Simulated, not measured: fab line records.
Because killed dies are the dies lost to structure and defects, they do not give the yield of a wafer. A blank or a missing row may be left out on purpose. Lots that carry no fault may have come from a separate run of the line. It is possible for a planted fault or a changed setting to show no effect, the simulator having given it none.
What tool caused it? :: flow sky130 :: at 1 step of a route of 708, 11 lots with 33 wafers sampled

## WHAT THE GAUGES READ, wafer by wafer
SKY_SD_P_OVL_MEAS_08.
lot: L408
measured: day 29 04:38
on: overlay-02
SD_P_OVL (nm): -0.9 -1.9 -0.3

lot: L411
measured: day 30 01:01
on: overlay-01
SD_P_OVL (nm): -1.6 -1.0 -1.4

lot: L413
measured: day 30 02:03
on: overlay-02
SD_P_OVL (nm): 1.4 2.8 2.2

lot: L414
measured: day 30 13:06
on: overlay-02
SD_P_OVL (nm): -2.1 -0.7 -2.4

lot: L415
measured: day 30 21:11
on: overlay-02
SD_P_OVL (nm): 1.1 1.7 -1.3

lot: L416
measured: day 31 07:37
on: overlay-01
SD_P_OVL (nm): -0.2 1.1 0.8

lot: L417
measured: day 31 16:35
on: overlay-02
SD_P_OVL (nm): 0.4 1.2 0.6

lot: L418
measured: day 31 18:59
on: overlay-02
SD_P_OVL (nm): 0.9 -0.4 0.8

lot: L419
measured: day 32 01:18
on: overlay-01
SD_P_OVL (nm): -1.0 -2.3 -1.4

lot: L421
measured: day 32 17:29
on: overlay-01
SD_P_OVL (nm): -1.0 -1.1 -0.6

lot: L422
measured: day 33 02:11
on: overlay-01
SD_P_OVL (nm): 1.7 2.6 2.7

## WHAT TOOL EACH LOT RAN ON (gives the tool, then ch and the chambers of the sampled wafers, and finally the start)
There is no process step in the record ahead of these readings.

## THE ANSWER, worked out from the rows above alone
Rule: the usual values come from the lots themselves. The widest of any qualifying gaps counts: lots, ordered by their means at a reading, are off when they make up no more than a third of the lots, leave a main group of 4 or more, and stand apart from it by 3 or more times the standard deviation of that group's means. Not used: any main group whose means are identical at the precision the tables above print for the reading. Also off: a lot with no number at a reading for which 4 or more lots have one. All remaining lots with rows at the step are treated as sound.
None of the lots is off at any reading shown; this tells nothing.

## WHAT THE SIMULATOR PUT IN
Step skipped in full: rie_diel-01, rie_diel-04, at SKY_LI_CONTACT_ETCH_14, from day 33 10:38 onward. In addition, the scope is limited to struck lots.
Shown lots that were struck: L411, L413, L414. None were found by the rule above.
